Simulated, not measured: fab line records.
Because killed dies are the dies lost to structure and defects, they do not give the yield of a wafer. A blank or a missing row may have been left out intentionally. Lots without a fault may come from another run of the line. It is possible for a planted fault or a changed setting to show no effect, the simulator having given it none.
Matching of chambers || flow sky130 || SKY_VIA1_ETCH_14 on rieDiel-03: 4 sister chambers
The step etches BARC in N2/H2, stops on SiO2, time 45.9 s, target depth 60 nm. 14 wafers are shown with their chamber, then 7 later ones without.

WAFERS PAIRED WITH THEIR CHAMBERS
{"wafer": "L212.1", "chamber": 0, "drypumpMotorCurrentA (A)": 5.9, "rfFwdPowerW (W)": 494.2, "throttleValvePct (%)": 13.223}
{"wafer": "L212.4", "chamber": 2, "drypumpMotorCurrentA (A)": 5.9, "rfFwdPowerW (W)": 496.1, "throttleValvePct (%)": 13.218}
{"wafer": "L212.6", "chamber": 3, "drypumpMotorCurrentA (A)": 5.0, "rfFwdPowerW (W)": 496.5, "throttleValvePct (%)": 13.227}
{"wafer": "L219.2", "chamber": 3, "drypumpMotorCurrentA (A)": 5.1, "rfFwdPowerW (W)": 497.8, "throttleValvePct (%)": 13.234}
{"wafer": "L219.5", "chamber": 0, "drypumpMotorCurrentA (A)": 5.9, "rfFwdPowerW (W)": 492.8, "throttleValvePct (%)": 13.236}
{"wafer": "L219.6", "chamber": 3, "drypumpMotorCurrentA (A)": 5.0, "rfFwdPowerW (W)": 497.5, "throttleValvePct (%)": 13.237}
{"wafer": "L221.1", "chamber": 1, "drypumpMotorCurrentA (A)": 6.1, "rfFwdPowerW (W)": 494.6, "throttleValvePct (%)": 13.216}
{"wafer": "L221.5", "chamber": 3, "drypumpMotorCurrentA (A)": 5.0, "rfFwdPowerW (W)": 497.1, "throttleValvePct (%)": 13.239}
{"wafer": "L221.6", "chamber": 2, "drypumpMotorCurrentA (A)": 5.9, "rfFwdPowerW (W)": 495.8, "throttleValvePct (%)": 13.230}
{"wafer": "L222.1", "chamber": 2, "drypumpMotorCurrentA (A)": 5.9, "rfFwdPowerW (W)": 496.1, "throttleValvePct (%)": 13.237}
{"wafer": "L222.3", "chamber": 0, "drypumpMotorCurrentA (A)": 5.8, "rfFwdPowerW (W)": 494.6, "throttleValvePct (%)": 13.220}
{"wafer": "L222.5", "chamber": 3, "drypumpMotorCurrentA (A)": 5.1, "rfFwdPowerW (W)": 497.8, "throttleValvePct (%)": 13.218}
{"wafer": "L225.2", "chamber": 0, "drypumpMotorCurrentA (A)": 5.8, "rfFwdPowerW (W)": 496.9, "throttleValvePct (%)": 13.223}
{"wafer": "L225.3", "chamber": 1, "drypumpMotorCurrentA (A)": 6.0, "rfFwdPowerW (W)": 493.0, "throttleValvePct (%)": 13.226}

SIGNATURES (means of the wafers above)
{"reading": "drypumpMotorCurrentA", "chamber 0": 5.850, "chamber 1": 6.050, "chamber 2": 5.900, "chamber 3": 5.040, "scatter within a chamber": 0.052}
{"reading": "rfFwdPowerW", "chamber 0": 494.625, "chamber 1": 493.800, "chamber 2": 496.000, "chamber 3": 497.340, "scatter within a chamber": 1.06}
{"reading": "throttleValvePct", "chamber 0": 13.22550, "chamber 1": 13.22100, "chamber 2": 13.22833, "chamber 3": 13.23100, "scatter within a chamber": 0.00826}
Rule: distance of a wafer from a chamber = root of the sum over the readings of ((wafer's reading minus chamber's mean) / reading's scatter) squared. If the next closest chamber is less than 2 further off than the closest, the wafer can't be placed; otherwise it belongs to the closest. How the scatter is found: for the shown wafers, subtract from each reading the mean of its chamber, square and add these, divide the total by (wafers less chambers), then take the root.

WAFERS WHOSE CHAMBER IS MISSING
{"wafer": "L225.6", "drypumpMotorCurrentA (A)": 5.1, "rfFwdPowerW (W)": 496.6, "throttleValvePct (%)": 13.221}
{"wafer": "L227.3", "drypumpMotorCurrentA (A)": 5.9, "rfFwdPowerW (W)": 497.0, "throttleValvePct (%)": 13.229}
{"wafer": "L227.4", "drypumpMotorCurrentA (A)": 5.9, "rfFwdPowerW (W)": 495.5, "throttleValvePct (%)": 13.207}
{"wafer": "L227.6", "drypumpMotorCurrentA (A)": 6.0, "rfFwdPowerW (W)": 495.4, "throttleValvePct (%)": 13.214}
{"wafer": "L230.2", "drypumpMotorCurrentA (A)": 5.8, "rfFwdPowerW (W)": 493.5, "throttleValvePct (%)": 13.217}
{"wafer": "L230.3", "drypumpMotorCurrentA (A)": 6.1, "rfFwdPowerW (W)": 492.8, "throttleValvePct (%)": 13.229}
{"wafer": "L230.5", "drypumpMotorCurrentA (A)": 5.9, "rfFwdPowerW (W)": 493.2, "throttleValvePct (%)": 13.232}

CHAMBER TAKEN BY EACH
{"wafer": "L225.6", "from the rows above": 3, "in truth": 3}
{"wafer": "L227.3", "from the rows above": "can't be placed: 2 or 0", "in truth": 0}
{"wafer": "L227.4", "from the rows above": "can't be placed: 0 or 2 or 1", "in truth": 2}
{"wafer": "L227.6", "from the rows above": "can't be placed: 1 or 2 or 0", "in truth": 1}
{"wafer": "L230.2", "from the rows above": "can't be placed: 0 or 2", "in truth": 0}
{"wafer": "L230.3", "from the rows above": 1, "in truth": 1}
{"wafer": "L230.5", "from the rows above": "can't be placed: 0 or 2 or 1", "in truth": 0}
Correct placement for 2 of the 7. These rows do not allow placing 5 (true chamber among the candidates in 5). 0 placed wrongly.
